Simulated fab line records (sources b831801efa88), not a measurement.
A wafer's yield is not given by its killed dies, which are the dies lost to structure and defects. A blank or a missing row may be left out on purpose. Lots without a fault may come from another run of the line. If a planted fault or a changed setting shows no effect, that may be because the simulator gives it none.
8D (eight disciplines) problem report, filled in by code + flow sky130 + the parts of the form that need people (team, actions taken, sign-off) are left out

1. WHAT IS WRONG
Wafers without a fault read 3000.1 rpm, standard deviation 2.1; spin speed rpm at SKY_METAL1_COAT_10 reads a mean of 2752.0 rpm on 6 wafers belonging to 2 lots. That is -99 or more standard deviations from the usual mean.
The step: resist thk 450 nm.
Seen first at day 36 03:00 on litho track-02, wafer L228.2. The record has a number at this step for 42 wafers belonging to 14 lots. Rule for "out" (also "out of limits"): further than 4 standard deviations from the usual mean. All remaining wafers that have a number are taken as sound.

2. WHAT IT IS AND WHAT IT IS NOT
| question                    | is                     | is not                                                                    |
|-----------------------------|------------------------|---------------------------------------------------------------------------|
| which readings at this step | spin speed rpm         | -                                                                         |
| which lots                  | L228, L229             | L216, L217, L218, L219, L220, L221, L222, L223, L224, L225, L234, L239    |
| which wafers of those lots  | all that have a number | -                                                                         |
| read on which tools         | litho track-02         | litho track-01, litho track-03                                            |
| when                        | from day 36 03:00      | up to then (30 sound wafers); but 6 sound wafers of L234, L239 came after |

3. SUSPECTS, AND WHAT RULES EACH OUT
Counting: a tool at a process step up to the reading stays a suspect if it ran every lot that is out and no sound lot after the first of them.
- litho track-02 at SKY_METAL1_COAT_10 (resist thk 450 nm): kept. It ran every lot that is out, first L228 (day 36 03:00), and no sound lot after that; its last sound lot up to then is L224 (day 35 11:00). Its own readings are out on those wafers: spin speed rpm.
After counting, what remains is litho track-02 at SKY_METAL1_COAT_10.

4. THE CAUSE (what the simulator had put in)
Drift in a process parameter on litho track-02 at SKY_METAL1_COAT_10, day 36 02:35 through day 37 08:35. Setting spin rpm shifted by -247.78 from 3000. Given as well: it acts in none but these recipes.
The count eliminated every tool but this one.

5. THE CHAIN OF EFFECTS, in route order
One row per reading whose mean, taken over the struck wafers that have a number, lies over 3 standard deviations from the usual. Only readings whose record carries a usual standard deviation are examined. hours: median over the lots of the time between each lot's start at the first step of this table that gives one and its start at this step. sigmas: the change, counted in usual standard deviations.
| hours | step                | reading                  | usual      | on struck wafers | change | sigmas      |
|-------|---------------------|--------------------------|------------|------------------|--------|-------------|
| 0     | SKY_METAL1_COAT_10  | spin speed rpm           | 3000.1 rpm | 2752.0           | -248.1 | -99 or more |
| 13    | SKY_METAL1_STRIP_20 | strip time to endpoint s | 2.68 s     | 2.92             | +0.24  | +3.4        |
It contains these process steps:
- SKY_METAL1_COAT_10: resist thk 450 nm.
- SKY_METAL1_STRIP_20: strips in O2/N2.

6. WHAT WOULD HAVE CAUGHT IT SOONER
0 hours passed between the start of the fault at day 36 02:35 and the first reading out of limits in this record, taken at day 36 03:00.
